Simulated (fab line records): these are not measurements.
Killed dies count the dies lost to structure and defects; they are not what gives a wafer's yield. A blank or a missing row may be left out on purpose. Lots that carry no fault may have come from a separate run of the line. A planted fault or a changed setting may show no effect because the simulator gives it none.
What tool caused it? || flow gf180mcu || Sampling: 14 lots, 42 wafers, 4 of 602 route steps

WHAT THE GAUGES SHOWED, per wafer
GF_V4_RS_MEAS_24: the measuring method here is four-point-probe.
{"lot": "L988", "measured": "day 24 12:54", "on": "film_metro-04", "V4_W_RS (ohm/sq)": "0.330 0.335 0.328"}
{"lot": "L990", "measured": "day 25 06:34", "on": "film_metro-04", "V4_W_RS (ohm/sq)": "0.329 0.328 0.327"}
{"lot": "L991", "measured": "day 25 17:36", "on": "film_metro-03", "V4_W_RS (ohm/sq)": "0.327 0.328 0.332"}
{"lot": "L993", "measured": "day 26 05:45", "on": "film_metro-03", "V4_W_RS (ohm/sq)": "0.325 0.325 0.326"}
{"lot": "L994", "measured": "day 26 11:20", "on": "film_metro-04", "V4_W_RS (ohm/sq)": "0.329 0.327 0.327"}
{"lot": "L996", "measured": "day 27 04:53", "on": "film_metro-04", "V4_W_RS (ohm/sq)": "0.328 0.327 0.326"}
{"lot": "L998", "measured": "day 27 20:22", "on": "film_metro-04", "V4_W_RS (ohm/sq)": "0.323 0.328 0.323"}
{"lot": "L997", "measured": "day 27 22:26", "on": "film_metro-03", "V4_W_RS (ohm/sq)": "0.325 0.328 0.322"}
{"lot": "L100", "measured": "day 28 13:27", "on": "film_metro-04", "V4_W_RS (ohm/sq)": "0.329 0.331 0.331"}
{"lot": "L101", "measured": "day 28 13:50", "on": "film_metro-04", "V4_W_RS (ohm/sq)": "0.329 0.329 0.332"}
{"lot": "L102", "measured": "day 29 00:33", "on": "film_metro-04", "V4_W_RS (ohm/sq)": "43.763 43.907 43.532"}
{"lot": "L103", "measured": "day 29 08:55", "on": "film_metro-03", "V4_W_RS (ohm/sq)": "44.311 43.828 44.565"}
{"lot": "L106", "measured": "day 30 01:50", "on": "film_metro-03", "V4_W_RS (ohm/sq)": "0.326 0.327 0.324"}
{"lot": "L111", "measured": "day 31 09:54", "on": "film_metro-03", "V4_W_RS (ohm/sq)": "0.329 0.327 0.328"}

GF_V4_THK_MEAS_25: measures by xrf.
{"lot": "L988", "measured": "day 24 13:01", "on": "film_metro-04", "V4_W_THK (nm)": "343 339 344"}
{"lot": "L990", "measured": "day 25 06:40", "on": "film_metro-04", "V4_W_THK (nm)": "339 342 344"}
{"lot": "L991", "measured": "day 25 17:43", "on": "film_metro-03", "V4_W_THK (nm)": "347 348 343"}
{"lot": "L993", "measured": "day 26 05:50", "on": "film_metro-03", "V4_W_THK (nm)": "347 347 348"}
{"lot": "L994", "measured": "day 26 11:26", "on": "film_metro-04", "V4_W_THK (nm)": "346 346 347"}
{"lot": "L996", "measured": "day 27 05:00", "on": "film_metro-04", "V4_W_THK (nm)": "342 347 346"}
{"lot": "L998", "measured": "day 27 20:29", "on": "film_metro-04", "V4_W_THK (nm)": "347 344 350"}
{"lot": "L997", "measured": "day 27 22:33", "on": "film_metro-03", "V4_W_THK (nm)": "351 346 354"}
{"lot": "L100", "measured": "day 28 13:34", "on": "film_metro-04", "V4_W_THK (nm)": "340 339 341"}
{"lot": "L101", "measured": "day 28 13:56", "on": "film_metro-04", "V4_W_THK (nm)": "341 343 340"}
{"lot": "L102", "measured": "day 29 00:40", "on": "film_metro-04", "V4_W_THK (nm)": "<0 - -"}
{"lot": "L103", "measured": "day 29 09:02", "on": "film_metro-03", "V4_W_THK (nm)": "<0 <0 <0"}
{"lot": "L106", "measured": "day 30 01:56", "on": "film_metro-03", "V4_W_THK (nm)": "349 347 349"}
{"lot": "L111", "measured": "day 31 10:01", "on": "film_metro-03", "V4_W_THK (nm)": "340 344 346"}

WHAT TOOL EACH LOT RAN ON (gives the tool, then ch and the chambers of the sampled wafers, and finally the start)
{"lot": "L988", "GF_V4_CVD_02": "pecvd-01 ch 0,2, day 23 13:49", "GF_V4_CVD_23": "cvd_w-01 ch 0,1, day 24 12:46"}
{"lot": "L990", "GF_V4_CVD_02": "pecvd-03 ch 0,1, day 24 07:51", "GF_V4_CVD_23": "cvd_w-01 ch 0,1, day 25 06:25"}
{"lot": "L991", "GF_V4_CVD_02": "pecvd-01 ch 0,1,2, day 24 18:16", "GF_V4_CVD_23": "cvd_w-01 ch 0,1, day 25 17:26"}
{"lot": "L993", "GF_V4_CVD_02": "pecvd-03 ch 0,1,2, day 25 06:49", "GF_V4_CVD_23": "cvd_w-02 ch 1, day 26 05:33"}
{"lot": "L994", "GF_V4_CVD_02": "pecvd-03 ch 1,2, day 25 12:19", "GF_V4_CVD_23": "cvd_w-02 ch 1, day 26 11:08"}
{"lot": "L996", "GF_V4_CVD_02": "pecvd-01 ch 1,2, day 26 06:44", "GF_V4_CVD_23": "cvd_w-01 ch 0,1, day 27 04:46"}
{"lot": "L998", "GF_V4_CVD_02": "pecvd-03 ch 1,2, day 26 22:13", "GF_V4_CVD_23": "cvd_w-02 ch 0,1, day 27 20:15"}
{"lot": "L997", "GF_V4_CVD_02": "pecvd-01 ch 1,2, day 27 00:57", "GF_V4_CVD_23": "cvd_w-02 ch 0,1, day 27 22:19"}
{"lot": "L100", "GF_V4_CVD_02": "pecvd-03 ch 0,2, day 27 14:38", "GF_V4_CVD_23": "cvd_w-02 ch 0, day 28 13:20"}
{"lot": "L101", "GF_V4_CVD_02": "pecvd-03 ch 0,1, day 27 16:10", "GF_V4_CVD_23": "cvd_w-01 ch 0,1, day 28 13:44"}
{"lot": "L102", "GF_V4_CVD_02": "pecvd-01 ch 0,2, day 28 03:23", "GF_V4_CVD_23": "cvd_w-01 ch 0,1, day 29 00:26"}
{"lot": "L103", "GF_V4_CVD_02": "pecvd-03 ch 0,1, day 28 12:41", "GF_V4_CVD_23": "cvd_w-01 ch 0,1, day 29 08:47"}
{"lot": "L106", "GF_V4_CVD_02": "pecvd-01 ch 0,2, day 29 05:52", "GF_V4_CVD_23": "cvd_w-01 ch 0,1, day 30 01:44"}
{"lot": "L111", "GF_V4_CVD_02": "pecvd-03 ch 0,1, day 30 14:59", "GF_V4_CVD_23": "cvd_w-01 ch 0,1, day 31 09:46"}
- GF_V4_CVD_02: deposits SiO2 from TEOS, target thk 850 nm, time 94.851 s.
- GF_V4_CVD_23: deposits W, target thk 350 nm, time 104.9 s.

WHAT THE TOOLS THEMSELVES READ (means of the sampled wafers that have a number; where no wafer has one, the mark that the record gives instead)
GF_V4_CVD_02.
{"lot": "L988", "tool": "pecvd-01", "heater_power_outer_w (W)": 420, "heater_power_w (W)": 659}
{"lot": "L990", "tool": "pecvd-03", "heater_power_outer_w (W)": 282, "heater_power_w (W)": 508}
{"lot": "L991", "tool": "pecvd-01", "heater_power_outer_w (W)": 370, "heater_power_w (W)": 616}
{"lot": "L993", "tool": "pecvd-03", "heater_power_outer_w (W)": 392, "heater_power_w (W)": 650}
{"lot": "L994", "tool": "pecvd-03", "heater_power_outer_w (W)": 451, "heater_power_w (W)": 739}
{"lot": "L996", "tool": "pecvd-01", "heater_power_outer_w (W)": 374, "heater_power_w (W)": 621}
{"lot": "L998", "tool": "pecvd-03", "heater_power_outer_w (W)": 487, "heater_power_w (W)": 779}
{"lot": "L997", "tool": "pecvd-01", "heater_power_outer_w (W)": 367, "heater_power_w (W)": 604}
{"lot": "L100", "tool": "pecvd-03", "heater_power_outer_w (W)": 313, "heater_power_w (W)": 549}
{"lot": "L101", "tool": "pecvd-03", "heater_power_outer_w (W)": 290, "heater_power_w (W)": 525}
{"lot": "L102", "tool": "pecvd-01", "heater_power_outer_w (W)": 387, "heater_power_w (W)": 640}
{"lot": "L103", "tool": "pecvd-03", "heater_power_outer_w (W)": 348, "heater_power_w (W)": 603}
{"lot": "L106", "tool": "pecvd-01", "heater_power_outer_w (W)": 467, "heater_power_w (W)": 728}
{"lot": "L111", "tool": "pecvd-03", "heater_power_outer_w (W)": 265, "heater_power_w (W)": 480}

GF_V4_CVD_23.
{"lot": "L988", "tool": "cvd_w-01", "chamber_pressure_Torr (Torr)": 40.06, "heater_power_outer_w (W)": 584, "heater_power_w (W)": 915}
{"lot": "L990", "tool": "cvd_w-01", "chamber_pressure_Torr (Torr)": 39.88, "heater_power_outer_w (W)": 559, "heater_power_w (W)": 871}
{"lot": "L991", "tool": "cvd_w-01", "chamber_pressure_Torr (Torr)": 39.99, "heater_power_outer_w (W)": 562, "heater_power_w (W)": 869}
{"lot": "L993", "tool": "cvd_w-02", "chamber_pressure_Torr (Torr)": 40.01, "heater_power_outer_w (W)": 530, "heater_power_w (W)": 881}
{"lot": "L994", "tool": "cvd_w-02", "chamber_pressure_Torr (Torr)": 40.08, "heater_power_outer_w (W)": 537, "heater_power_w (W)": 887}
{"lot": "L996", "tool": "cvd_w-01", "chamber_pressure_Torr (Torr)": 39.98, "heater_power_outer_w (W)": 580, "heater_power_w (W)": 916}
{"lot": "L998", "tool": "cvd_w-02", "chamber_pressure_Torr (Torr)": 39.97, "heater_power_outer_w (W)": 562, "heater_power_w (W)": 888}
{"lot": "L997", "tool": "cvd_w-02", "chamber_pressure_Torr (Torr)": 40.05, "heater_power_outer_w (W)": 560, "heater_power_w (W)": 901}
{"lot": "L100", "tool": "cvd_w-02", "chamber_pressure_Torr (Torr)": 39.92, "heater_power_outer_w (W)": 575, "heater_power_w (W)": 872}
{"lot": "L101", "tool": "cvd_w-01", "chamber_pressure_Torr (Torr)": 39.94, "heater_power_outer_w (W)": 561, "heater_power_w (W)": 883}
{"lot": "L102", "tool": "cvd_w-01", "chamber_pressure_Torr (Torr)": "-", "heater_power_outer_w (W)": "-", "heater_power_w (W)": "-"}
{"lot": "L103", "tool": "cvd_w-01", "chamber_pressure_Torr (Torr)": "-", "heater_power_outer_w (W)": "-", "heater_power_w (W)": "-"}
{"lot": "L106", "tool": "cvd_w-01", "chamber_pressure_Torr (Torr)": 40.09, "heater_power_outer_w (W)": 562, "heater_power_w (W)": 878}
{"lot": "L111", "tool": "cvd_w-01", "chamber_pressure_Torr (Torr)": 39.97, "heater_power_outer_w (W)": 569, "heater_power_w (W)": 877}

THE ANSWER, worked out from the rows above alone
Rule: the usual values come from the lots themselves. Put in order of their means at a reading, lots are off if they are a third of the lots or fewer, leave a main group of 4 or more, and stand apart from it by a gap of 3 or more times the standard deviation of the main group's means; of several such gaps the widest counts. If all means in a main group match to the digits the tables above print for the reading, that group is not used. A lot without any number at a reading at which 4 lots or more have one is off too. Where the step has rows for the other lots, those lots are counted as sound. The gauges are gone through in route order, then the tools' own readings, and for those a lot's mean is taken as printed above. At the first step where some lot is off, the reading lying furthest off is the one used; lots without a number count as furthest.
Off: L102, L103, at GF_V4_RS_MEAS_24 (V4_W_RS). Mean 0.328 ohm/sq and standard deviation 0.0021 in the main group.
A tool fits if, at a process step before that reading, it ran every lot that is off, and no sound lot after the first of them. Not tried: the gauges at GF_V4_RS_MEAS_24; whatever is off there is also off at GF_V4_CVD_23, on other tools, and gauge error can't account for it. Of those tried, none fits.

WHAT THE SIMULATOR PUT IN
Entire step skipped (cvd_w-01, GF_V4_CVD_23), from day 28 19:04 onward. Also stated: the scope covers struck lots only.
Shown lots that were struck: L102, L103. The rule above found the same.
